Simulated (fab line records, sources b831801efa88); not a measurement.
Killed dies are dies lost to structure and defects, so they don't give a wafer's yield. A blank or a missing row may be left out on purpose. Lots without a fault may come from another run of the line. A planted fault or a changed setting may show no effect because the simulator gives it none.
A struck lot beside a sound one | flow gf180mcu | 14 steps out of a route of 602
Sound: wafers L433.2, L433.3, L433.4. Struck: wafers L432.1, L432.2, L432.5. The cause comes at the end.
At each step with rows: each side's tool, then ch and its chambers, then its first start. Under that, the readings that differ: sound wafers | struck wafers | difference of the means | sigmas: that difference in standard deviations of wafers without a fault.
alike: readings whose means differ by less than 2 such deviations, and words and numbers that are the same on both sides. not compared: withheld readings, readings that some wafer has no value for, bounds like >300 that may hide the same value, and numbers for which the record gives no deviation and whose values overlap.
The two part at a step that has a row with sigmas, a row that says differs or no value, or rows on one side only. Numbers that don't overlap but have no deviation are shown without sigmas and don't part them. A reading that every wafer of one side lacks parts them only if that side has two wafers or more.

GF_HV_LDD_CD_MEAS_31: target cd 400 nm.
  sound on cd_sem-02, day 16 15:15; struck on cd_sem-02, day 16 14:22
  reading    | sound             | struck            | difference | sigmas
  cd_nm (nm) | 401.3 402.3 402.2 | 395.4 397.5 395.6 | -5.8       | -3
GF_HV_LDD_OVL_MEAS_32:
  sound on overlay-02, day 16 15:22; struck on overlay-02, day 16 14:29
  alike: HV_LDD_02_OVL
then, 4 steps without rows for these wafers: GF_HV_LDD_IMPLANT_33; GF_HV_LDD_IMPLANT_34; GF_HV_LDD_IMPLANT_35; GF_HV_LDD_IMPLANT_36.
GF_HV_LDD_STRIP_37: strips in O2/N2.
  sound on plasma_asher-04 ch 0,1, day 16 15:59; struck on plasma_asher-04 ch 0,1, day 16 15:07
  alike: drypump_motor_current_A, heater_power_w, oes_product_au, strip_time_to_endpoint_s
  not compared: rf_hours_counter_h
GF_HV_LDD_TW_MEAS_38:
  sound on film_metro-01, day 16 16:06; struck on film_metro-03, day 16 15:13
  alike: HV_LDD_3_TW
then, 4 steps without rows for these wafers: GF_HV_LDD_DEHYDRATE_39 (time 60 s); GF_HV_LDD_HMDS_40 (prime time 60 s); GF_HV_LDD_COAT_41 (resist thk 1000 nm); GF_HV_LDD_SOFTBAKE_42 (time 60 s).
GF_HV_LDD_EXPOSE_43: exposes mask Pplus HV AREA, target cd 400 nm.
  sound on iline_stepper-02 ch 0, day 17 03:14; struck on iline_stepper-02, day 17 02:26
  no value came back on the struck wafers for exposure_dose_mJ_cm2, focus_offset_nm (nm), reticle_temp_C (C); on the sound wafers exposure_dose_mJ_cm2 reads 139.86 140.02 140.07
  reading                        | sound                | struck                  | difference | sigmas
  model.HV_LDD.overlay_x_nm (nm) | -0.599 -0.599 -0.599 | -0.7971 -0.7971 -0.7971 | -0.1981    |
  alike: mask
then, 1 step without rows for these wafers: GF_HV_LDD_PEB_44.

WHERE THEY PART
First at GF_HV_LDD_CD_MEAS_31; last, within this record, at GF_HV_LDD_EXPOSE_43.

WHY: what the simulator had put in
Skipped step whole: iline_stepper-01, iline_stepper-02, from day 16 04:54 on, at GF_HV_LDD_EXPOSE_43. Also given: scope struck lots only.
